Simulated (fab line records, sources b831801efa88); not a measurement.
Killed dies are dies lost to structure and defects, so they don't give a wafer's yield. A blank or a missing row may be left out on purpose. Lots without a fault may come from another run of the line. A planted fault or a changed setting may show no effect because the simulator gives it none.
Problem report in the 8D (eight disciplines) form, filled by code | flow gf180mcu | the parts of the form that need people (team, actions taken, sign-off) are left out

1. THE PROBLEM
chamber_pressure_pa at GF_TOP_METAL_SPUTTER_04 reads a mean of 0.4324 Pa on 1 wafer of 1 lot; wafers without a fault read 0.4000 Pa with a standard deviation of 0.00072. That is +45 standard deviations from the usual mean.
The step: material TiN, target thk 25 nm, time 20.8 s.
First seen on wafer L996.5, day 32 02:10, on pvd_sputter-01. The record holds 39 wafers of 13 lots with a number at this step. Rule for "out", or "out of limits": more than 4 standard deviations from the usual mean. The other wafers with a number count as sound.

2. WHAT IT IS AND WHAT IT IS NOT
question                    | is                  | is not
which readings at this step | chamber_pressure_pa | throttle_valve_pct
which lots                  | L996                | L100, L101, L102, L980, L981, L982, L983, L984, L985, L986, L987, L989
which wafers of those lots  | L996.5              | L996.4, L996.6
read on which tools         | pvd_sputter-01      | pvd_sputter-03, pvd_sputter-04
when                        | from day 32 02:10   | up to then (29 sound wafers); but 9 sound wafers of L100, L101, L102 came after

3. SUSPECTS, AND WHAT RULES EACH OUT
Counting: a tool at a process step up to the reading stays a suspect if it ran every lot that is out. Sound lots after the first of them don't rule it out here, since some wafers of a struck lot are sound.
- pvd_sputter-01 at GF_TOP_METAL_SPUTTER_04 (material TiN, target thk 25 nm, time 20.8 s): kept. It ran the lot that is out, L996 (day 32 02:10); its last sound lot up to then is L989 (day 30 09:52). Its own readings are out on those wafers: chamber_pressure_pa.
Left after counting: pvd_sputter-01 at GF_TOP_METAL_SPUTTER_04.

4. THE CAUSE (what the simulator had put in)
Process parameter drift: pvd_sputter-01, from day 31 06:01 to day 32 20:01, at GF_TOP_METAL_SPUTTER_04. Setting chamber_pressure_pa, moved by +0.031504, from 0.4. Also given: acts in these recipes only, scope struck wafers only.
Counting left only this tool.

5. THE CHAIN OF EFFECTS, in route order
Each row: a reading whose mean over the struck wafers that have a number lies more than 3 standard deviations from the usual. Only readings for which the record gives a usual standard deviation are gone through. hours: the time from each lot's start at the first step in this table that gives one to its start at this step, as a median over the lots. sigmas: the change in usual standard deviations.
hours | step                    | reading             | usual     | on struck wafers | change  | sigmas
0     | GF_TOP_METAL_SPUTTER_04 | chamber_pressure_pa | 0.4000 Pa | 0.4324           | +0.0324 | +45
The process steps in it:
- GF_TOP_METAL_SPUTTER_04: material TiN, target thk 25 nm, time 20.8 s.
Later measuring or inspecting steps at which every struck wafer that the step has a row for has a number for every such reading, and none has moved that far: GF_TOP_METAL_RS_MEAS_05, GF_TOP_METAL_THK_MEAS_06.

6. WHAT WOULD HAVE CAUGHT IT SOONER
In this record the first reading out of limits was taken at day 32 02:10, 20 hours after the fault began at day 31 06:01.
